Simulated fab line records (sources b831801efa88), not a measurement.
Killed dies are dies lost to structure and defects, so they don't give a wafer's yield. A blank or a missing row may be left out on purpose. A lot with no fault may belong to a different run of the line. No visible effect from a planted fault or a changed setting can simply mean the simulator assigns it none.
Chamber matching | flow sky130 | SKY_VIA4_CMP_21 on cmp-01 has 4 sister chambers
The step polishes, stops on SiO2, t overpolish 25 s, target thk 0 nm. 14 wafers are shown with their chamber, then 7 later ones without.

## WAFERS WITH THEIR CHAMBER
wafer  | chamber | motor_current_A (A) | time_to_endpoint_s (s) | overpolish_run_s (s)
L906.1 | 0       | 10.2                | 118                    | 25.010
L906.3 | 1       | 9.4                 | 119                    | 25.004
L906.5 | 3       | 10.1                | 119                    | 24.992
L907.2 | 3       | 9.4                 | 123                    | 24.990
L907.5 | 0       | 9.7                 | 122                    | 25.001
L907.6 | 3       | 10.3                | 126                    | 25.004
L910.1 | 0       | 9.8                 | 117                    | 25.004
L910.5 | 3       | 9.9                 | 121                    | 24.991
L910.6 | 0       | 10.1                | 119                    | 24.999
L911.1 | 0       | 9.7                 | 123                    | 25.000
L911.3 | 2       | 11.7                | 115                    | 24.996
L911.4 | 1       | 9.5                 | 121                    | 25.016
L915.3 | 1       | 9.7                 | 124                    | 24.999
L915.5 | 0       | 10.1                | 120                    | 24.990

SIGNATURES (averages over the wafers above)
reading            | chamber 0 | chamber 1 | chamber 2 | chamber 3 | scatter within a chamber
motor_current_A    | 9.933     | 9.533     | 11.700    | 9.925     | 0.273
time_to_endpoint_s | 119.83    | 121.33    | 115.00    | 122.25    | 2.57
overpolish_run_s   | 25.00067  | 25.00633  | 24.99600  | 24.99425  | 0.00705
Rule: distance of a wafer from a chamber = root of the sum over the readings of ((wafer's reading minus chamber's mean) / reading's scatter) squared. The wafer belongs to the nearest chamber; if the next one is less than 2 further off, it can't be placed. The scatter: take each reading less its chamber's mean, square it, sum over the shown wafers, divide by the number of wafers less the number of chambers, and take the root.

## WAFERS WITHOUT THEIR CHAMBER
wafer  | motor_current_A (A) | time_to_endpoint_s (s) | overpolish_run_s (s)
L915.6 | 10.0                | 126                    | 24.994
L922.3 | 9.6                 | 120                    | 25.009
L922.5 | 10.1                | 120                    | 24.998
L922.6 | 10.9                | 118                    | 24.987
L928.2 | 9.7                 | 120                    | 25.006
L928.3 | 9.3                 | 120                    | 25.000
L928.6 | 9.6                 | 124                    | 24.993

## WHICH CHAMBER EACH ONE RAN IN
wafer  | from the rows above          | in truth
L915.6 | can't be placed: 3 or 0 or 1 | 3
L922.3 | can't be placed: 1 or 0 or 3 | 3
L922.5 | can't be placed: 0 or 3 or 1 | 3
L922.6 | can't be placed: 2 or 3 or 0 | 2
L928.2 | can't be placed: 1 or 0 or 3 | 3
L928.3 | can't be placed: 1 or 0 or 3 | 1
L928.6 | can't be placed: 3 or 1 or 0 | 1
0 of 7 placed correctly. These rows do not allow placing 7 (true chamber among the candidates in 7). Wrongly placed: 0.
